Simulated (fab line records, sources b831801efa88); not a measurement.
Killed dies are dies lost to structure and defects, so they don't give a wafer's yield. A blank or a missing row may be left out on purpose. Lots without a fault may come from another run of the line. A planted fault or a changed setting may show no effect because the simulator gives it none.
A struck lot beside a sound one | flow sky130 | 28 steps out of a route of 708
Sound: wafers L961.2, L961.5, L961.6. Struck: wafers L969.2, L969.3, L969.6. The cause comes at the end.
At each step with rows: each side's tool, then ch and its chambers, then its first start. Under that, the readings that differ: sound wafers | struck wafers | difference of the means | sigmas: that difference in standard deviations of wafers without a fault.
alike: readings whose means differ by less than 2 such deviations, and words and numbers that are the same on both sides. not compared: withheld readings, readings that some wafer has no value for, bounds like >300 that may hide the same value, and numbers for which the record gives no deviation and whose values overlap.
The two part at a step that has a row with sigmas, a row that says differs or no value, or rows on one side only. Numbers that don't overlap but have no deviation are shown without sigmas and don't part them. A reading that every wafer of one side lacks parts them only if that side has two wafers or more.

first, 1 step without rows for these wafers: SKY_VT_ADJUST_LVTN_IMPLANT_08.
SKY_VT_ADJUST_LVTN_STRIP_09: strips in O2/N2.
  sound on plasma_asher-01 ch 0,1, day 8 16:47; struck on plasma_asher-03 ch 0,1, day 11 01:14
  alike: drypump_motor_current_A, oes_product_au, strip_time_to_endpoint_s
  not compared: rf_hours_counter_h
SKY_VT_ADJUST_LVTN_TW_MEAS_10:
  sound on film_metro-01, day 8 16:53; struck on film_metro-03, day 11 01:20
  alike: VT_ADJUST_LVTN_TW
then, 7 steps without rows for these wafers: SKY_VT_ADJUST_LVTN_DEHYDRATE_11 (time 60 s); SKY_VT_ADJUST_LVTN_HMDS_12 (prime time 60 s); SKY_VT_ADJUST_LVTN_COAT_13 (resist thk 1140 nm); SKY_VT_ADJUST_LVTN_SOFTBAKE_14 (time 60 s); SKY_VT_ADJUST_LVTN_EXPOSE_15 (exposes mask HVN STD DERIVED, target cd 600 nm); SKY_VT_ADJUST_LVTN_PEB_16; SKY_VT_ADJUST_LVTN_DEVELOP_17 (develop time 60 s).
SKY_VT_ADJUST_LVTN_OVL_MEAS_18:
  sound on overlay-02, day 9 14:51; struck on overlay-01, day 12 01:10
  alike: VT_ADJUST_LVTN_01_OVL
then, 1 step without rows for these wafers: SKY_VT_ADJUST_LVTN_IMPLANT_19.
SKY_VT_ADJUST_LVTN_STRIP_20: strips in O2/N2.
  sound on plasma_asher-01 ch 0,1, day 9 15:02; struck on plasma_asher-02 ch 0,1, day 12 01:20
  reading                                             | sound             | struck            | difference                    | sigmas
  oes_product_au (a.u.)                               | 0.717 0.711 0.710 | 0.892 0.893 0.902 | +0.183                        | +45
  strip_time_to_endpoint_s (s)                        | 14.15 14.17 14.21 | - - -             | no value on the struck wafers |
  model.NOVOLAK_of_VT_ADJUST_LVTN_COAT_13.thk_nm (nm) | 0 0 0             | 771.6 770.9 771.3 | +771.3                        |
  alike: drypump_motor_current_A
  not compared: rf_hours_counter_h
SKY_VT_ADJUST_LVTN_TW_MEAS_21:
  sound on film_metro-01, day 9 15:08; struck on film_metro-03, day 12 01:27
  reading             | sound             | struck            | difference | sigmas
  VT_ADJUST_LVTN_2_TW | 186.0 186.3 186.6 | 188.5 189.2 189.7 | +2.8       | +2
then, 7 steps without rows for these wafers: SKY_VT_ADJUST_NCORE_DEHYDRATE_00 (time 60 s); SKY_VT_ADJUST_NCORE_HMDS_01 (prime time 60 s); SKY_VT_ADJUST_NCORE_COAT_02 (resist thk 1140 nm); SKY_VT_ADJUST_NCORE_SOFTBAKE_03 (time 60 s); SKY_VT_ADJUST_NCORE_EXPOSE_04 (exposes mask LVTN COMPLEMENT THIN, target cd 380 nm); SKY_VT_ADJUST_NCORE_PEB_05; SKY_VT_ADJUST_NCORE_DEVELOP_06 (develop time 60 s).
SKY_VT_ADJUST_NCORE_CD_MEAS_07: target cd 380 nm.
  sound on cd_sem-01, day 10 14:20; struck on cd_sem-02, day 13 01:59
  alike: cd_nm
SKY_VT_ADJUST_NCORE_OVL_MEAS_08:
  sound on overlay-02, day 10 14:26; struck on overlay-02, day 13 02:05
  alike: VT_ADJUST_NCORE_OVL
then, 1 step without rows for these wafers: SKY_VT_ADJUST_NCORE_IMPLANT_09.
SKY_VT_ADJUST_NCORE_STRIP_10: strips in O2/N2.
  sound on plasma_asher-02 ch 0,1, day 10 15:00; struck on plasma_asher-02 ch 0,1, day 13 02:16
  reading                      | sound             | struck            | difference | sigmas
  strip_time_to_endpoint_s (s) | 14.26 14.19 14.20 | 25.79 25.77 25.75 | +11.55     | +99 or more
  alike: drypump_motor_current_A, oes_product_au
  not compared: rf_hours_counter_h
SKY_VT_ADJUST_NCORE_TW_MEAS_11:
  sound on film_metro-02, day 10 15:07; struck on film_metro-03, day 13 02:22
  reading            | sound             | struck         | difference | sigmas
  VT_ADJUST_NCORE_TW | 222.3 222.6 221.9 | 30.2 30.0 30.1 | -192.2     | -99 or more
then, 1 step without rows for these wafers: SKY_VT_ADJUST_HVTR_DEHYDRATE_00 (time 60 s).
-- the record jumps here: 37 days lie between the struck wafers' starts before and after (it left off in module VT_ADJUST_HVTR and takes up again in module PAD_OPEN, whose first step shown is number 708 of the route) --
SKY_PAD_OPEN_PROBE_99:
  sound on prober-02, day 48 03:37; struck on prober-02, day 50 03:44
  reading                                   | sound                         | struck                       | difference | sigmas
  model.etest.pfet_16v.r_on_ohm_um          | 1.524e+04 1.549e+04 1.499e+04 | 1.663e+04 1.68e+04 1.668e+04 | +1.463e+03 |
  model.etest.nfet_16v.r_on_ohm_um          | 1.43e+04 1.436e+04 1.426e+04  | 1.232e+04 1.23e+04 1.21e+04  | -2.067e+03 |
  model.etest.pfet_g5v0d10v5.r_on_ohm_um    | 4782 4720 4690                | 5947 5988 5926               | +1223      |
  model.etest.tip_p.rs_ohm_sq               | 6889 6860 6947                | 7720 7705 7714               | +814       |
  model.etest.pfet_01v8.r_on_ohm_um         | 2965 2978 2933                | 3353 3308 3296               | +360       |
  model.etest.tip_p_5v.rs_ohm_sq            | 2836 2803 2798                | 3108 3083 3131               | +295       |
  model.etest.pfet_g5v0d10v5.drive_ua_um    | 343.6 344.8 351               | 248.9 249.3 248.2            | -97.7      |
  model.etest.nfet_01v8_swapped.drive_ua_um | 474.7 486.9 487               | 594.1 589.4 592.2            | +109.0     |

WHERE THEY PART
First at SKY_VT_ADJUST_LVTN_STRIP_20; last, within this record, at SKY_VT_ADJUST_NCORE_TW_MEAS_11.

WHY: what the simulator had put in
Strip aborted: plasma_asher-02, from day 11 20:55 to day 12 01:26, at SKY_VT_ADJUST_LVTN_STRIP_20. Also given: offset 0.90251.
